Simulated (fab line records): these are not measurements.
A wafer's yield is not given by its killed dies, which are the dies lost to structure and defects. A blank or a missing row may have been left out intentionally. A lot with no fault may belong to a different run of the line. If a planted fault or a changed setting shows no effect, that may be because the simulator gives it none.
Chamber matching :: flow gf180mcu :: cmp-01 running GF_V4_CMP_26: 4 sister chambers
The step polishes, stops on SiO2, t overpolish 15 s, target thk 0 nm. 24 wafers are shown with their chamber, then 12 later ones without.

== EACH WAFER AND ITS CHAMBER ==
wafer: L074.1
chamber: 0
timeToEndpointS (s): 88
motorCurrentA (A): 10.8
overpolishRunS (s): 15.004

wafer: L074.3
chamber: 1
timeToEndpointS (s): 78
motorCurrentA (A): 10.6
overpolishRunS (s): 14.993

wafer: L074.5
chamber: 2
timeToEndpointS (s): 77
motorCurrentA (A): 10.0
overpolishRunS (s): 14.985

wafer: L076.3
chamber: 0
timeToEndpointS (s): 85
motorCurrentA (A): 11.3
overpolishRunS (s): 14.999

wafer: L076.5
chamber: 2
timeToEndpointS (s): 77
motorCurrentA (A): 10.2
overpolishRunS (s): 14.991

wafer: L076.6
chamber: 3
timeToEndpointS (s): 81
motorCurrentA (A): 10.4
overpolishRunS (s): 14.996

wafer: L077.2
chamber: 2
timeToEndpointS (s): 82
motorCurrentA (A): 10.1
overpolishRunS (s): 15.009

wafer: L077.3
chamber: 3
timeToEndpointS (s): 87
motorCurrentA (A): 10.3
overpolishRunS (s): 15.002

wafer: L077.4
chamber: 0
timeToEndpointS (s): 86
motorCurrentA (A): 10.7
overpolishRunS (s): 15.006

wafer: L077.1
chamber: 1
timeToEndpointS (s): 80
motorCurrentA (A): 10.3
overpolishRunS (s): 15.023

wafer: L077.5
chamber: 1
timeToEndpointS (s): 80
motorCurrentA (A): 11.0
overpolishRunS (s): 15.005

wafer: L077.6
chamber: 0
timeToEndpointS (s): 88
motorCurrentA (A): 10.4
overpolishRunS (s): 14.997

wafer: L081.1
chamber: 2
timeToEndpointS (s): 76
motorCurrentA (A): 10.7
overpolishRunS (s): 15.007

wafer: L081.2
chamber: 3
timeToEndpointS (s): 79
motorCurrentA (A): 11.2
overpolishRunS (s): 14.999

wafer: L081.6
chamber: 3
timeToEndpointS (s): 83
motorCurrentA (A): 11.0
overpolishRunS (s): 15.009

wafer: L084.1
chamber: 0
timeToEndpointS (s): 83
motorCurrentA (A): 11.3
overpolishRunS (s): 14.990

wafer: L084.2
chamber: 2
timeToEndpointS (s): 78
motorCurrentA (A): 10.2
overpolishRunS (s): 14.995

wafer: L084.5
chamber: 3
timeToEndpointS (s): 79
motorCurrentA (A): 10.8
overpolishRunS (s): 14.992

wafer: L085.1
chamber: 0
timeToEndpointS (s): 80
motorCurrentA (A): 11.1
overpolishRunS (s): 14.985

wafer: L085.5
chamber: 0
timeToEndpointS (s): 80
motorCurrentA (A): 11.0
overpolishRunS (s): 14.988

wafer: L085.6
chamber: 1
timeToEndpointS (s): 74
motorCurrentA (A): 10.6
overpolishRunS (s): 15.015

wafer: L085.2
chamber: 2
timeToEndpointS (s): 75
motorCurrentA (A): 10.7
overpolishRunS (s): 15.002

wafer: L085.3
chamber: 1
timeToEndpointS (s): 73
motorCurrentA (A): 10.6
overpolishRunS (s): 14.992

wafer: L085.4
chamber: 3
timeToEndpointS (s): 77
motorCurrentA (A): 11.3
overpolishRunS (s): 14.993

SIGNATURES (averages over the wafers above)
reading: timeToEndpointS
chamber 0: 84.29
chamber 1: 77.00
chamber 2: 77.50
chamber 3: 81.00
scatter within a chamber: 3.22

reading: motorCurrentA
chamber 0: 10.943
chamber 1: 10.620
chamber 2: 10.317
chamber 3: 10.833
scatter within a chamber: 0.334

reading: overpolishRunS
chamber 0: 14.99557
chamber 1: 15.00560
chamber 2: 14.99817
chamber 3: 14.99850
scatter within a chamber: 0.00942
Rule: distance of a wafer from a chamber = root of the sum over the readings of ((wafer's reading minus chamber's mean) / reading's scatter) squared. The wafer belongs to the nearest chamber; if the next one is less than 2 further off, it can't be placed. How the scatter is found: for the shown wafers, subtract from each reading the mean of its chamber, square and add these, divide the total by (wafers less chambers), then take the root.

== WAFERS WITHOUT THEIR CHAMBER ==
wafer: L089.4
timeToEndpointS (s): 81
motorCurrentA (A): 9.9
overpolishRunS (s): 14.991

wafer: L089.5
timeToEndpointS (s): 85
motorCurrentA (A): 11.5
overpolishRunS (s): 15.002

wafer: L089.6
timeToEndpointS (s): 81
motorCurrentA (A): 10.5
overpolishRunS (s): 15.019

wafer: L093.3
timeToEndpointS (s): 80
motorCurrentA (A): 10.0
overpolishRunS (s): 14.991

wafer: L093.4
timeToEndpointS (s): 80
motorCurrentA (A): 10.5
overpolishRunS (s): 15.002

wafer: L093.5
timeToEndpointS (s): 80
motorCurrentA (A): 10.1
overpolishRunS (s): 15.005

wafer: L095.1
timeToEndpointS (s): 85
motorCurrentA (A): 10.6
overpolishRunS (s): 14.991

wafer: L095.3
timeToEndpointS (s): 78
motorCurrentA (A): 10.4
overpolishRunS (s): 15.002

wafer: L095.6
timeToEndpointS (s): 83
motorCurrentA (A): 10.9
overpolishRunS (s): 14.999

wafer: L097.2
timeToEndpointS (s): 91
motorCurrentA (A): 11.1
overpolishRunS (s): 14.989

wafer: L097.3
timeToEndpointS (s): 81
motorCurrentA (A): 10.5
overpolishRunS (s): 15.000

wafer: L097.5
timeToEndpointS (s): 89
motorCurrentA (A): 10.4
overpolishRunS (s): 14.974

== CHAMBER TAKEN BY EACH ==
wafer: L089.4
from the rows above: can't be placed: 2 or 3 or 1 or 0
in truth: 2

wafer: L089.5
from the rows above: can't be placed: 0 or 3 or 1
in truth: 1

wafer: L089.6
from the rows above: can't be placed: 1 or 3 or 2 or 0
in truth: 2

wafer: L093.3
from the rows above: can't be placed: 2 or 1 or 3 or 0
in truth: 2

wafer: L093.4
from the rows above: can't be placed: 2 or 1 or 3 or 0
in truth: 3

wafer: L093.5
from the rows above: can't be placed: 2 or 1 or 3 or 0
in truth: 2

wafer: L095.1
from the rows above: can't be placed: 0 or 3 or 2 or 1
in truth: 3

wafer: L095.3
from the rows above: can't be placed: 2 or 1 or 3
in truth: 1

wafer: L095.6
from the rows above: can't be placed: 0 or 3 or 1 or 2
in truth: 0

wafer: L097.2
from the rows above: can't be placed: 0 or 3
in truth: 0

wafer: L097.3
from the rows above: can't be placed: 3 or 2 or 1 or 0
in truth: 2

wafer: L097.5
from the rows above: can't be placed: 0 or 3 or 2 or 1
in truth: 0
Correct placement for 0 of the 12. These rows do not allow placing 12 (true chamber among the candidates in 12). Placed wrongly: 0.
